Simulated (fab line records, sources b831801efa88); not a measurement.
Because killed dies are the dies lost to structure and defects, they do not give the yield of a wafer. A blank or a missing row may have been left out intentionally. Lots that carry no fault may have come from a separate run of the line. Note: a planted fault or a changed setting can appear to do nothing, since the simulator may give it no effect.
Chamber matching | flow gf180mcu | GF_V1_CMP_26 on cmp-02 has 4 sister chambers
The step polishes, stops on SiO2, t overpolish 15 s, target thk 0 nm. 7 wafers are shown with their chamber, then 7 later ones without.

WAFERS PAIRED WITH THEIR CHAMBERS
wafer  | chamber | motor-current-A (A) | overpolish-run-s (s)
L938.4 | 2       | 10.7                | 14.985
L938.6 | 1       | 10.9                | 15.004
L943.1 | 1       | 11.2                | 15.012
L943.3 | 3       | 11.0                | 14.995
L943.4 | 0       | 12.3                | 14.995
L945.2 | 3       | 10.5                | 15.015
L945.5 | 2       | 10.8                | 14.991

WAFERS MISSING THEIR CHAMBER
wafer  | motor-current-A (A) | overpolish-run-s (s)
L945.6 | 10.9                | 15.002
L952.2 | 12.3                | 15.003
L952.5 | 12.0                | 14.996
L952.6 | 11.0                | 15.008
L953.1 | 10.9                | 15.010
L953.2 | 11.5                | 15.004
L953.4 | 10.5                | 14.995

WHICH CHAMBER EACH ONE RAN IN
wafer  | from the rows above               | in truth
L945.6 | can't be placed: 3 or 1 or 2      | 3
L952.2 | 0                                 | 0
L952.5 | 0                                 | 0
L952.6 | can't be placed: 1 or 3           | 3
L953.1 | can't be placed: 1 or 3 or 2      | 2
L953.2 | can't be placed: 1 or 3 or 0 or 2 | 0
L953.4 | can't be placed: 2 or 3 or 1      | 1
Correct placement for 2 of the 7. Cannot be placed on the basis of these rows: 5; the candidates contain the true chamber in 5. Placed wrongly: 0.
How it was worked out, from the rows above alone: a wafer's distance from a chamber is the root of the sum, over the readings, of the square of ((its reading less the chamber's mean) divided by the reading's scatter). The wafer belongs to the nearest chamber; if the next one is less than 2 further off, it can't be placed. For every chamber, the mean is computed from those of its wafers that are shown. How the scatter is found: for the shown wafers, subtract from each reading the mean of its chamber, square and add these, divide the total by (wafers less chambers), then take the root.
